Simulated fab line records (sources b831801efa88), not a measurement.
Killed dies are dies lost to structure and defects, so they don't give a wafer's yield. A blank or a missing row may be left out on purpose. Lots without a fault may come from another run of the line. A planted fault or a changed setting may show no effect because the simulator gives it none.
Struck lot and sound lot, side by side :: flow sky130 :: 35 out of 708 route steps
Sound: the wafers L626.2, L626.4, L626.5. The struck wafers were L630.2, L630.5, L630.6. The cause is given at the end.
For every step that has rows: the tool of each side, followed by ch and its chambers, followed by its first start. Under that, the readings that differ: sound wafers :: struck wafers :: difference of the means :: sigmas: that difference in standard deviations of wafers without a fault.
alike: same words and numbers on both sides, and readings whose means sit less than 2 such deviations apart. not compared: any withheld reading, any reading some wafer has no value for, any bound like >300 that may hide the same value, and any number with overlapping values for which the record gives no deviation.
Wherever a step has rows on one side only, a row that says differs or no value, or a row with sigmas, the two part there. Numbers that have no deviation but don't overlap get no sigmas and don't part them. Lack of a reading on every wafer of one side parts them only where that side has two or more wafers.

first, 10 steps without rows for these wafers: SKY_VIA1_ETCH_15 (etches SiO2 in C4F8/O2/Ar, stops on TiN, target depth 351 nm, time 54 s); SKY_VIA1_STRIP_16 (strips in O2/N2); SKY_VIA1_STRIP_17 (strips in post etch residue remover, time 1200 s); SKY_VIA1_CLEAN_18 (cleans in IPA, time 180 s); SKY_VIA1_CLEAN_19 (cleans in O3/DIW); SKY_VIA1_SPUTTER_20 (material TiN, target thk 20 nm, time 80 s); SKY_VIA1_CVD_21 (deposits W, target thk 270 nm, time 80.902 s); SKY_VIA1_CMP_24 (polishes, stops on SiO2, t overpolish 15 s, target thk 0 nm); SKY_METAL2_SPUTTER_00 (material Ti, target thk 15 nm, time 10 s); SKY_METAL2_SPUTTER_01 (material TiN, target thk 20 nm, time 16.7 s).
SKY_METAL2_SPUTTER_02: material AlCu, target thk 250 nm, time 13.3 s.
  sound: pvd-sputter-01 at day 35 17:20; struck: pvd-sputter-01 at day 36 22:25
  alike: throttle-valve-pct
then, 23 steps without rows for these wafers: SKY_METAL2_SPUTTER_03 (material Ti, target thk 5 nm, time 3.3 s); SKY_METAL2_SPUTTER_04 (material TiN, target thk 70 nm, time 58.3 s); SKY_METAL2_DEHYDRATE_07 (time 60 s); SKY_METAL2_HMDS_08 (prime time 60 s); SKY_METAL2_COAT_09 (resist thk 60 nm); SKY_METAL2_COAT_10 (resist thk 450 nm); SKY_METAL2_SOFTBAKE_11 (time 90 s); SKY_METAL2_EXPOSE_12 (exposes mask MM2, target cd 140 nm); SKY_METAL2_PEB_13; SKY_METAL2_DEVELOP_14 (develop time 60 s); SKY_METAL2_DESCUM_17 (chemistry O2, time 8 s); SKY_METAL2_ETCH_18 (etches BARC in N2/H2, stops on SiO2, time 45.9 s, target depth 60 nm); SKY_METAL2_METAL_ETCH_19 (etches the open film in Cl2/BCl3, stops on SiO2, target depth 360 nm, time 78 s); SKY_METAL2_STRIP_20 (strips in O2/N2); SKY_METAL2_STRIP_21 (strips in post etch residue remover, time 1200 s); SKY_METAL2_CLEAN_22 (cleans in IPA, time 180 s); SKY_METAL2_CLEAN_23 (cleans in O3/DIW); SKY_VIA2_HDPCVD_00 (deposits SiO2, target thk 1180 nm, time 196.7 s); SKY_VIA2_CMP_02 (polishes SiO2); SKY_VIA2_DEHYDRATE_04 (time 60 s); SKY_VIA2_HMDS_05 (prime time 60 s); SKY_VIA2_COAT_06 (resist thk 60 nm); SKY_VIA2_COAT_07 (resist thk 450 nm).
-- the record jumps here: 11 days lie between the struck wafers' starts before and after (it left off in module VIA2 and takes up again in module PAD_OPEN, whose first step shown is number 708 of the route) --
SKY_PAD_OPEN_PROBE_99:
  sound: prober-01 at day 47 05:10; struck: prober-01 at day 48 02:55
reading: hold
sound: - - -
struck: await-dispo/7.4h/release await-dispo/7.4h/release await-dispo/7.4h/release
difference: no value on the sound wafers
sigmas: 

reading: defect-limited-yield (%)
sound: 82.7 81.1 82.3
struck: 75.4 72.2 72.4
difference: -8.7
sigmas: -4

reading: killed_at_M0_to_M3
sound: 50 45 49
struck: 87 84 78
difference: +35
sigmas: +5

reading: killed-dies
sound: 85 93 87
struck: 121 137 136
difference: +43
sigmas: +4

reading: sort_bin_3_pad_short (%)
sound: 0.8 0.6 0.4
struck: 3.9 4.3 2.4
difference: +2.9
sigmas: +6

reading: sort_bin_5_function (%)
sound: 9.1 11.4 10.4
struck: 15.0 16.3 16.9
difference: +5.8
sigmas: +4

reading: sort-n-pass
sound: 407 399 405
struck: 371 355 356
difference: -43
sigmas: -4

reading: sort-yield-pct (%)
sound: 82.7 81.1 82.3
struck: 75.4 72.2 72.4
difference: -8.7
sigmas: -4

reading: model.etest.tester.sort-n-pass
sound: 407 399 405
struck: 371 355 356
difference: -43
sigmas: 

reading: model.etest.tester.sort-yield-pct (%)
sound: 82.72 81.1 82.32
struck: 75.41 72.15 72.36
difference: -8.74
sigmas: 

reading: model.etest.tester.sort_bin_5_pct (%)
sound: 9.146 11.38 10.37
struck: 15.04 16.26 16.87
difference: +5.76
sigmas: 

reading: model.etest.tester.sort_bin_3_pct (%)
sound: 0.813 0.6098 0.4065
struck: 3.862 4.268 2.439
difference: +2.913
sigmas: 
  alike: killed_at_M4_up, killed-at-contacts, killed-at-front-end, killed-at-other, killed-open, killed-short, sort_bin_6_memory

## WHERE THEY PART
Only at SKY_PAD_OPEN_PROBE_99, as far as this record shows.

WHY: what had been put in by the simulator
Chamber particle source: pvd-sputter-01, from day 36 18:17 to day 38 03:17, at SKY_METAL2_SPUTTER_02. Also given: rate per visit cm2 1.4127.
